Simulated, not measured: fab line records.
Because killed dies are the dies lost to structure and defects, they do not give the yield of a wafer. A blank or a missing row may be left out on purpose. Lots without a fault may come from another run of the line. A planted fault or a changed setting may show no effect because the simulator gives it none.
fab line records	flow sky130	part 1 of 2: steps 1 to 21 of 31
[record] lots = 5	wafers = 15	last_day = 50
route steps=708 shown POLY_GATE@233 LDD_N@237 LDD_P@255
lots with no fault: from the same line, run without faults
start_h: the number of hours between the record's first day and the start of the first shown wafer of the lot	wait_h: hours from the lot's prior step to this one	" repeats the value in the row above	L1.1+2: one row covering several wafers at once	- no value, or no start given	* or withheld: withheld	< > ~ a bound
route shown NAME@n: names a module that has steps shown in the file, with the first one's number in the route	usual: mean/standard deviation taken from wafers without a fault	same: alike in all rows	chamber/n: place in a boat	sites: per-site readings	_std_site: standard deviation of those values	_edge_site: the outer-site mean with the inner-site mean subtracted	radius_mm: how far each site lies from the wafer's centre	mask NAME#n: copy n	behind: the last tool/chamber to shape the wafer	hold: why the lot was held/for how many hours/how that ended	device: names the non-switching transistor (n, p or np)	end of line: at the end of the route, the tests of the same wafers	step lacking rows: just its recipe	killed: dies that structure and defects cost at the first sort, which is not the same as the wafer's yield	map: shows each die of a wafer: x if killed, . if not, _ if none is there
set.NAME: the run value of the setting; set.NAME@STEP: its run value at that earlier step	model.NAME: the simulator's own value behind a step, which no gauge read
lots at selected steps of the route; one table per step, one row per wafer
services: when a tool's chamber went out of use (start_h, in hours from the record's first day, below 0 if earlier), for how many hours, and the reason
[[steps]]
[step SKY_POLY_GATE_CLEAN_19]
[recipe] chemistry = SC1/SC2	mix = 1:4:20	temp_c = 70	time_s = 150	dry = n2_spin
lot.wafer	tool	chamber	start_h	wait_h
L074.1+2+6	wet_bench-04	1	391.02	0.1
L076.1+2+3	wet_bench-04	2	410.82	0.1
L090.2+4+5	wet_bench-04	0	522.16	0.1
L094.1+3+4	wet_bench-01	3	546.57	0.1
L097.2+4+6	wet_bench-01	0	571.27	0.1
[step SKY_POLY_GATE_OXIDATION_20]
[recipe] temp_c = 850	ambient = O2	stabilise_s = 600	purge_s = 300	target_thk_a = 40	ox_time_s = 899
lot.wafer	tool	chamber	start_h	wait_h
L074.1+2+6	furnace-01	0	392.01	0.9
L076.1+2+3	furnace-01	0	411.82	0.9
L090.2+4+5	furnace-02	0	522.26	0.0
L094.1+3+4	furnace-01	0	546.62	0.0
L097.2+4+6	furnace-02	0	571.32	0.0
[step SKY_POLY_GATE_THK_MEAS_21]
[recipe] reads = SiO2_of_POLY_GATE_OXIDATION_20
[usual] POLY_GATE_OXIDATION_THK = 3.99/0.077
lot.wafer	tool	chamber	start_h	wait_h	POLY_GATE_OXIDATION_THK[nm]
L074.1	film_metro-01	-	393.26	0.0	4.10
L074.2	"	-	"	"	4.14
L074.6	"	-	"	"	4.06
L076.1	film_metro-01	-	413.07	0.0	4.06
L076.2	"	-	"	"	4.05
L076.3	"	-	"	"	4.06
L090.2	film_metro-02	-	523.52	0.0	3.86
L090.4	"	-	"	"	3.91
L090.5	"	-	"	"	3.86
L094.1	film_metro-01	-	547.87	0.0	3.91
L094.3	"	-	"	"	3.93
L094.4	"	-	"	"	3.91
L097.2	film_metro-02	-	572.58	0.0	4.08
L097.4	"	-	"	"	3.88
L097.6	"	-	"	"	3.98
[step SKY_POLY_GATE_CD_MEAS_22]
[usual] cd_nm = 150.3/2.6
lot.wafer	tool	chamber	start_h	wait_h	cd_nm
L074.1	cd_sem-01	-	393.32	0.1	152.8
L074.2	"	-	"	"	150.2
L074.6	"	-	"	"	152.4
L076.1	cd_sem-01	-	413.13	0.1	145.4
L076.2	"	-	"	"	152.1
L076.3	"	-	"	"	151.0
L090.2	cd_sem-01	-	523.59	0.1	142.4
L090.4	"	-	"	"	149.0
L090.5	"	-	"	"	152.5
L094.1	cd_sem-01	-	547.93	0.1	152.1
L094.3	"	-	"	"	148.1
L094.4	"	-	"	"	151.3
L097.2	cd_sem-01	-	572.66	0.1	149.4
L097.4	"	-	"	"	151.7
L097.6	"	-	"	"	150.9
[step SKY_LDD_N_DEHYDRATE_00]
[recipe] temp_c = 200	time_s = 60
[usual] plate_temp_C = 200.00/0.17	resist_line_temp_C = 22.98/0.11
lot.wafer	tool	chamber	start_h	wait_h	plate_temp_C	resist_line_temp_C
L074.1	litho_track-04	0	407.75	14.4	200.03	23.07
L074.2	"	0	"	"	199.97	22.92
L074.6	"	0	"	"	200.01	22.92
L076.1	litho_track-02	0	428.16	15.0	200.25	22.95
L076.2	"	0	"	"	200.31	22.94
L076.3	"	0	"	"	200.11	22.88
L090.2	litho_track-02	0	538.19	14.6	200.24	22.84
L090.4	"	0	"	"	200.43	22.95
L090.5	"	0	"	"	200.32	22.91
L094.1	litho_track-01	0	562.08	14.1	200.27	22.94
L094.3	"	0	"	"	199.96	22.98
L094.4	"	0	"	"	199.92	23.06
L097.2	litho_track-01	0	586.70	14.0	200.17	22.85
L097.4	"	0	"	"	200.02	22.98
L097.6	"	0	"	"	200.10	23.03
[step SKY_LDD_N_HMDS_01]
[recipe] prime_time_s = 60	prime_temp_c = 120
[usual] resist_line_temp_C = 23.00/0.11
lot.wafer	tool	chamber	start_h	wait_h	resist_line_temp_C
L074.1	litho_track-04	0	407.90	0.1	23.12
L074.2	"	0	"	"	22.92
L074.6	"	0	"	"	23.09
L076.1	litho_track-02	0	428.31	0.1	22.83
L076.2	"	0	"	"	23.09
L076.3	"	0	"	"	23.00
L090.2	litho_track-02	0	538.34	0.1	23.07
L090.4	"	0	"	"	22.94
L090.5	"	0	"	"	23.11
L094.1	litho_track-01	0	562.23	0.1	23.03
L094.3	"	0	"	"	22.95
L094.4	"	0	"	"	22.90
L097.2	litho_track-01	0	586.85	0.1	23.02
L097.4	"	0	"	"	22.85
L097.6	"	0	"	"	22.88
[step SKY_LDD_N_COAT_02]
[recipe] resist = NOVOLAK	spin_rpm = 3000	resist_thk_nm = 300
[usual] resist_line_temp_C = 22.98/0.11
lot.wafer	tool	chamber	start_h	wait_h	resist_line_temp_C
L074.1	litho_track-04	0	408.05	0.1	23.01
L074.2	"	0	"	"	22.81
L074.6	"	0	"	"	23.02
L076.1	litho_track-02	0	428.46	0.1	22.70
L076.2	"	0	"	"	22.84
L076.3	"	0	"	"	22.95
L090.2	litho_track-02	0	538.49	0.1	22.99
L090.4	"	0	"	"	23.00
L090.5	"	0	"	"	22.99
L094.1	litho_track-01	0	562.38	0.1	23.02
L094.3	"	0	"	"	22.89
L094.4	"	0	"	"	23.06
L097.2	litho_track-01	0	587.00	0.1	23.03
L097.4	"	0	"	"	23.07
L097.6	"	0	"	"	23.05
[step SKY_LDD_N_SOFTBAKE_03]
[recipe] temp_c = 90	time_s = 60	resist = NOVOLAK
[usual] plate_temp_C = 90.00/0.13	resist_line_temp_C = 22.98/0.11
lot.wafer	tool	chamber	start_h	wait_h	plate_temp_C	resist_line_temp_C
L074.1	litho_track-04	0	408.20	0.1	89.95	22.98
L074.2	"	0	"	"	89.93	23.16
L074.6	"	0	"	"	90.11	22.89
L076.1	litho_track-02	0	428.61	0.1	90.02	22.85
L076.2	"	0	"	"	90.23	22.84
L076.3	"	0	"	"	90.19	22.99
L090.2	litho_track-02	0	538.64	0.1	89.95	22.92
L090.4	"	0	"	"	89.91	22.88
L090.5	"	0	"	"	89.99	23.04
L094.1	litho_track-01	0	562.53	0.1	89.91	22.93
L094.3	"	0	"	"	90.02	22.80
L094.4	"	0	"	"	89.97	22.89
L097.2	litho_track-01	0	587.15	0.1	90.02	23.05
L097.4	"	0	"	"	90.04	22.98
L097.6	"	0	"	"	90.11	23.16
[step SKY_LDD_N_EXPOSE_04]
[recipe] mask_id = NTM	target_cd_nm = 840	na = 0.6	source_shape = conventional	sigma_outer = 0.6	dose_mj = 110
[usual] stage_vel_mm_s = 500.02/0.25
[same] na = 0.6
lot.wafer	tool	chamber	start_h	wait_h	mask	stage_vel_mm_s
L074.1	iline_stepper-01	0	-	-	NTM#0	499.73
L074.2	"	0	"	"	NTM#0	500.39
L074.6	"	0	"	"	NTM#0	499.93
L076.1	iline_stepper-02	0	-	-	NTM#0	500.35
L076.2	"	0	"	"	NTM#0	499.59
L076.3	"	0	"	"	NTM#0	500.32
L090.2	iline_stepper-01	0	-	-	NTM#0	499.77
L090.4	"	0	"	"	NTM#0	499.74
L090.5	"	0	"	"	NTM#0	499.82
L094.1	iline_stepper-01	0	-	-	NTM#0	499.64
L094.3	"	0	"	"	NTM#0	499.71
L094.4	"	0	"	"	NTM#0	499.93
L097.2	iline_stepper-01	0	-	-	NTM#0	499.96
L097.4	"	0	"	"	NTM#0	499.84
L097.6	"	0	"	"	NTM#0	499.88
[step SKY_LDD_N_PEB_05]
[recipe] temp_c = withheld	time_s = *	resist = NOVOLAK
[usual] resist_line_temp_C = *
lot.wafer	tool	chamber	start_h	wait_h	resist_line_temp_C
L074.1	litho_track-01	0	-	-	*
L074.2	"	0	"	"	*
L074.6	"	0	"	"	*
L076.1	litho_track-01	0	-	-	*
L076.2	"	0	"	"	*
L076.3	"	0	"	"	*
L090.2	litho_track-04	0	-	-	*
L090.4	"	0	"	"	*
L090.5	"	0	"	"	*
L094.1	litho_track-04	0	-	-	*
L094.3	"	0	"	"	*
L094.4	"	0	"	"	*
L097.2	litho_track-04	0	-	-	*
L097.4	"	0	"	"	*
L097.6	"	0	"	"	*
[step SKY_LDD_N_DEVELOP_06]
[recipe] develop_time_s = 60	dev_temp_c = 23
[usual] developer_temp_C = 22.99/0.11	resist_line_temp_C = 23.00/0.11
lot.wafer	tool	chamber	start_h	wait_h	developer_temp_C	resist_line_temp_C
L074.1	litho_track-01	0	423.43	0.1	23.05	23.04
L074.2	"	0	"	"	22.94	23.06
L074.6	"	0	"	"	22.97	23.15
L076.1	litho_track-01	0	443.28	0.1	22.94	22.90
L076.2	"	0	"	"	22.84	23.14
L076.3	"	0	"	"	22.86	23.09
L090.2	litho_track-04	0	553.03	0.1	23.05	23.03
L090.4	"	0	"	"	23.11	22.96
L090.5	"	0	"	"	23.02	23.06
L094.1	litho_track-04	0	577.15	0.1	23.04	22.78
L094.3	"	0	"	"	23.10	22.77
L094.4	"	0	"	"	22.99	22.79
L097.2	litho_track-04	0	600.83	0.1	22.85	23.04
L097.4	"	0	"	"	22.98	23.01
L097.6	"	0	"	"	22.81	23.09
[step SKY_LDD_N_OVL_MEAS_07]
[usual] LDD_N_OVL = -1.1/1.4
lot.wafer	tool	chamber	start_h	wait_h	LDD_N_OVL[nm]
L074.1	overlay-02	-	423.58	0.1	-0.4
L074.2	"	-	"	"	-0.2
L074.6	"	-	"	"	-1.4
L076.1	overlay-01	-	443.43	0.1	-1.6
L076.2	"	-	"	"	-1.0
L076.3	"	-	"	"	-2.8
L090.2	overlay-01	-	553.16	0.1	-3.2
L090.4	"	-	"	"	-1.6
L090.5	"	-	"	"	-2.4
L094.1	overlay-02	-	577.30	0.1	0.0
L094.3	"	-	"	"	-1.8
L094.4	"	-	"	"	-1.2
L097.2	overlay-02	-	600.96	0.1	-1.8
L097.4	"	-	"	"	-0.3
L097.6	"	-	"	"	-0.7
[step SKY_LDD_N_IMPLANT_08]
[recipe] species = As	energy_kev = 20	dose_cm2 = 7.5e+13	tilt_deg = withheld	rotation_deg = 23
[usual] dose_ions_cm2 = 7.499e+13/7.4e+10	end_station_pressure_torr = 5.32e-06/3e-07
[same] implant_ion_amu = 75
lot.wafer	tool	chamber	start_h	wait_h	dose_ions_cm2	end_station_pressure_torr
L074.1	implanter-01	0	423.62	0.0	7.5e+13	5.79e-06
L074.2	"	0	"	"	7.494e+13	5.22e-06
L074.6	"	0	"	"	7.509e+13	5.66e-06
L076.1	implanter-01	0	443.47	0.0	7.495e+13	5.06e-06
L076.2	"	0	"	"	7.492e+13	5.04e-06
L076.3	"	0	"	"	7.503e+13	5.13e-06
L090.2	implanter-04	0	553.52	0.4	7.499e+13	5.2e-06
L090.4	"	0	"	"	7.494e+13	5.43e-06
L090.5	"	0	"	"	7.493e+13	5.65e-06
L094.1	implanter-01	0	577.34	0.0	7.499e+13	4.6e-06
L094.3	"	0	"	"	7.494e+13	5.49e-06
L094.4	"	0	"	"	7.505e+13	5.45e-06
L097.2	implanter-04	0	601.01	0.0	7.493e+13	5.8e-06
L097.4	"	0	"	"	7.492e+13	5.34e-06
L097.6	"	0	"	"	7.489e+13	5.5e-06
[step SKY_LDD_N_IMPLANT_09]
[recipe] species = As	energy_kev = 20	dose_cm2 = 7.5e+13	tilt_deg = withheld	rotation_deg = 113
[usual] dose_ions_cm2 = 7.5e+13/8.3e+10	end_station_pressure_torr = 5.32e-06/2.8e-07
[same] implant_ion_amu = 75
lot.wafer	tool	chamber	start_h	wait_h	dose_ions_cm2	end_station_pressure_torr
L074.1	implanter-01	0	423.77	0.1	7.509e+13	5.29e-06
L074.2	"	0	"	"	7.513e+13	5.95e-06
L074.6	"	0	"	"	7.505e+13	5.06e-06
L076.1	implanter-01	0	443.62	0.1	7.492e+13	5.25e-06
L076.2	"	0	"	"	7.492e+13	5.13e-06
L076.3	"	0	"	"	7.498e+13	5.1e-06
L090.2	implanter-04	0	553.67	0.1	7.489e+13	5.53e-06
L090.4	"	0	"	"	7.503e+13	5.03e-06
L090.5	"	0	"	"	7.508e+13	5.26e-06
L094.1	implanter-01	0	577.49	0.1	7.484e+13	4.98e-06
L094.3	"	0	"	"	7.496e+13	5.46e-06
L094.4	"	0	"	"	7.496e+13	5.52e-06
L097.2	implanter-04	0	601.16	0.1	7.513e+13	5.28e-06
L097.4	"	0	"	"	7.516e+13	5.47e-06
L097.6	"	0	"	"	7.511e+13	5.36e-06
[step SKY_LDD_N_IMPLANT_10]
[recipe] species = As	energy_kev = 20	dose_cm2 = 7.5e+13	tilt_deg = withheld	rotation_deg = 203
[usual] dose_ions_cm2 = 7.499e+13/7.9e+10	end_station_pressure_torr = 5.34e-06/2.8e-07
[same] implant_ion_amu = 75
lot.wafer	tool	chamber	start_h	wait_h	dose_ions_cm2	end_station_pressure_torr
L074.1	implanter-01	0	423.92	0.1	7.5e+13	5.75e-06
L074.2	"	0	"	"	7.493e+13	5.44e-06
L074.6	"	0	"	"	7.506e+13	5.89e-06
L076.1	implanter-01	0	443.77	0.1	7.493e+13	5.68e-06
L076.2	"	0	"	"	7.518e+13	4.97e-06
L076.3	"	0	"	"	7.501e+13	5.53e-06
L090.2	implanter-04	0	553.82	0.1	7.485e+13	5.52e-06
L090.4	"	0	"	"	7.508e+13	5.05e-06
L090.5	"	0	"	"	7.495e+13	5.29e-06
L094.1	implanter-01	0	577.64	0.1	7.491e+13	4.82e-06
L094.3	"	0	"	"	7.493e+13	5.15e-06
L094.4	"	0	"	"	7.488e+13	5.18e-06
L097.2	implanter-04	0	601.31	0.1	7.509e+13	5.73e-06
L097.4	"	0	"	"	7.505e+13	5.18e-06
L097.6	"	0	"	"	7.513e+13	5.25e-06
[step SKY_LDD_N_IMPLANT_11]
[recipe] species = As	energy_kev = 20	dose_cm2 = 7.5e+13	tilt_deg = withheld	rotation_deg = 293
[usual] dose_ions_cm2 = 7.5e+13/8e+10	end_station_pressure_torr = 5.35e-06/2.8e-07
[same] implant_ion_amu = 75
lot.wafer	tool	chamber	start_h	wait_h	dose_ions_cm2	end_station_pressure_torr
L074.1	implanter-01	0	424.07	0.1	7.506e+13	5.21e-06
L074.2	"	0	"	"	7.506e+13	5.51e-06
L074.6	"	0	"	"	7.499e+13	5.38e-06
L076.1	implanter-01	0	443.92	0.1	7.49e+13	5.26e-06
L076.2	"	0	"	"	7.492e+13	5.54e-06
L076.3	"	0	"	"	7.49e+13	5.21e-06
L090.2	implanter-04	0	553.97	0.1	7.498e+13	5.16e-06
L090.4	"	0	"	"	7.496e+13	5.15e-06
L090.5	"	0	"	"	7.494e+13	5.05e-06
L094.1	implanter-01	0	577.79	0.1	7.488e+13	5.39e-06
L094.3	"	0	"	"	7.507e+13	5.79e-06
L094.4	"	0	"	"	7.494e+13	5.5e-06
L097.2	implanter-04	0	601.46	0.1	7.512e+13	5.09e-06
L097.4	"	0	"	"	7.492e+13	5.63e-06
L097.6	"	0	"	"	7.5e+13	5.44e-06
[step SKY_LDD_N_IMPLANT_12]
[recipe] species = BF2	energy_kev = 50	dose_cm2 = 5e+12	tilt_deg = 30	rotation_deg = 0
[usual] dose_ions_cm2 = 4.999e+12/5.3e+09	end_station_pressure_torr = 5.01e-06/2.5e-07
[same] implant_ion_amu = 49
lot.wafer	tool	chamber	start_h	wait_h	dose_ions_cm2	end_station_pressure_torr
L074.1	implanter-01	0	424.22	0.1	5.002e+12	4.49e-06
L074.2	"	0	"	"	5.004e+12	5.2e-06
L074.6	"	0	"	"	4.997e+12	4.98e-06
L076.1	implanter-01	0	444.07	0.1	5.006e+12	4.86e-06
L076.2	"	0	"	"	4.998e+12	5.15e-06
L076.3	"	0	"	"	5e+12	5.29e-06
L090.2	implanter-04	0	554.12	0.1	4.998e+12	5.05e-06
L090.4	"	0	"	"	5.007e+12	4.68e-06
L090.5	"	0	"	"	5e+12	5.4e-06
L094.1	implanter-01	0	577.94	0.1	5.006e+12	5.13e-06
L094.3	"	0	"	"	5.004e+12	4.57e-06
L094.4	"	0	"	"	4.995e+12	5.04e-06
L097.2	implanter-04	0	601.61	0.1	4.992e+12	5.26e-06
L097.4	"	0	"	"	4.997e+12	4.9e-06
L097.6	"	0	"	"	4.994e+12	5.23e-06
[step SKY_LDD_N_IMPLANT_13]
[recipe] species = BF2	energy_kev = 50	dose_cm2 = 5e+12	tilt_deg = 30	rotation_deg = 90
[usual] dose_ions_cm2 = 5e+12/5.3e+09	end_station_pressure_torr = 5.05e-06/2.9e-07
[same] implant_ion_amu = 49
lot.wafer	tool	chamber	start_h	wait_h	dose_ions_cm2	end_station_pressure_torr
L074.1	implanter-01	0	424.37	0.1	5.006e+12	4.87e-06
L074.2	"	0	"	"	5.013e+12	4.75e-06
L074.6	"	0	"	"	5.006e+12	5e-06
L076.1	implanter-01	0	444.22	0.1	4.998e+12	4.32e-06
L076.2	"	0	"	"	5.001e+12	4.98e-06
L076.3	"	0	"	"	5.004e+12	5.41e-06
L090.2	implanter-04	0	554.27	0.1	4.997e+12	4.94e-06
L090.4	"	0	"	"	5e+12	5.14e-06
L090.5	"	0	"	"	5.005e+12	5.52e-06
L094.1	implanter-01	0	578.09	0.1	5.005e+12	4.89e-06
L094.3	"	0	"	"	4.999e+12	4.94e-06
L094.4	"	0	"	"	5.001e+12	4.63e-06
L097.2	implanter-04	0	601.76	0.1	4.99e+12	5.51e-06
L097.4	"	0	"	"	4.987e+12	5.41e-06
L097.6	"	0	"	"	5e+12	4.72e-06
[step SKY_LDD_N_IMPLANT_14]
[recipe] species = BF2	energy_kev = 50	dose_cm2 = 5e+12	tilt_deg = 30	rotation_deg = 180
[usual] dose_ions_cm2 = 5.001e+12/5.4e+09	end_station_pressure_torr = 5.05e-06/2.5e-07
[same] implant_ion_amu = 49
lot.wafer	tool	chamber	start_h	wait_h	dose_ions_cm2	end_station_pressure_torr
L074.1	implanter-01	0	424.52	0.1	5.001e+12	4.94e-06
L074.2	"	0	"	"	5.007e+12	4.86e-06
L074.6	"	0	"	"	5.002e+12	4.9e-06
L076.1	implanter-01	0	444.37	0.1	5.001e+12	5.52e-06
L076.2	"	0	"	"	4.996e+12	5.09e-06
L076.3	"	0	"	"	5.005e+12	5.24e-06
L090.2	implanter-04	0	554.42	0.1	5.001e+12	5.17e-06
L090.4	"	0	"	"	4.997e+12	5.16e-06
L090.5	"	0	"	"	4.998e+12	5.27e-06
L094.1	implanter-01	0	578.24	0.1	5.014e+12	4.82e-06
L094.3	"	0	"	"	5.001e+12	4.85e-06
L094.4	"	0	"	"	5.009e+12	5.31e-06
L097.2	implanter-04	0	601.91	0.1	4.995e+12	5.36e-06
L097.4	"	0	"	"	4.993e+12	5.39e-06
L097.6	"	0	"	"	4.993e+12	5.1e-06
[step SKY_LDD_N_IMPLANT_15]
[recipe] species = BF2	energy_kev = 50	dose_cm2 = 5e+12	tilt_deg = 30	rotation_deg = 270
[usual] dose_ions_cm2 = 4.999e+12/5.8e+09	end_station_pressure_torr = 5.02e-06/2.6e-07
[same] implant_ion_amu = 49
lot.wafer	tool	chamber	start_h	wait_h	dose_ions_cm2	end_station_pressure_torr
L074.1	implanter-01	0	424.67	0.1	4.998e+12	5.34e-06
L074.2	"	0	"	"	4.993e+12	5.45e-06
L074.6	"	0	"	"	5e+12	4.93e-06
L076.1	implanter-01	0	444.52	0.1	5.002e+12	5.29e-06
L076.2	"	0	"	"	4.998e+12	4.86e-06
L076.3	"	0	"	"	4.989e+12	5.83e-06
L090.2	implanter-04	0	554.57	0.1	4.996e+12	5.46e-06
L090.4	"	0	"	"	4.999e+12	4.67e-06
L090.5	"	0	"	"	4.998e+12	4.61e-06
L094.1	implanter-01	0	578.39	0.1	4.987e+12	4.55e-06
L094.3	"	0	"	"	4.994e+12	4.42e-06
L094.4	"	0	"	"	5.001e+12	4.98e-06
L097.2	implanter-04	0	602.06	0.1	5.009e+12	5.09e-06
L097.4	"	0	"	"	4.997e+12	5.42e-06
L097.6	"	0	"	"	5.006e+12	5.02e-06
[step SKY_LDD_N_STRIP_16]
[recipe] chemistry = O2/N2	power_w = 1400	pressure_mtorr = 1500	platen_temp_c = withheld	o2_flow_sccm = 3000	n2_flow_sccm = 300	overash_fraction = 0.5
[usual] drypump_motor_current_A = 5.8/0.6	n2_flow_sccm = 300.1/0.93	o2_flow_sccm = 3000/9.1	oes_product_au = 0.406/0.0045	strip_time_to_endpoint_s = 4.315/0.012
lot.wafer	tool	chamber	start_h	wait_h	drypump_motor_current_A	n2_flow_sccm	o2_flow_sccm	oes_product_au	rf_hours_counter_h	strip_time_to_endpoint_s
L074.1	plasma_asher-04	0	424.82	0.1	5.7	299.9	2999	0.408	59	4.323
L074.2	"	1	"	"	6.0	299.3	2992	0.406	59	4.307
L074.6	"	1	"	"	6.0	299.6	3008	0.402	-	4.305
L076.1	plasma_asher-04	1	444.67	0.1	6.0	299.4	3012	0.409	62	4.332
L076.2	"	0	"	"	5.7	301.0	3010	0.407	62	4.326
L076.3	"	1	"	"	6.0	299.6	3011	0.407	-	4.312
L090.2	plasma_asher-01	0	554.70	0.1	6.4	300.6	2991	0.403	86	4.338
L090.4	"	1	"	"	5.6	300.1	3004	0.403	-	4.328
L090.5	"	0	"	"	6.4	299.0	2992	0.408	-	4.326
L094.1	plasma_asher-04	1	578.54	0.1	6.0	298.4	3005	0.417	75	4.326
L094.3	"	0	"	"	5.7	299.7	2996	0.402	-	4.309
L094.4	"	1	"	"	6.0	299.7	3009	0.408	-	4.305
L097.2	plasma_asher-01	0	602.19	0.1	6.4	298.8	2999	0.402	91	4.303
L097.4	"	0	"	"	6.4	300.7	2995	0.407	-	4.289
L097.6	"	0	"	"	6.4	298.4	2999	0.408	-	4.303
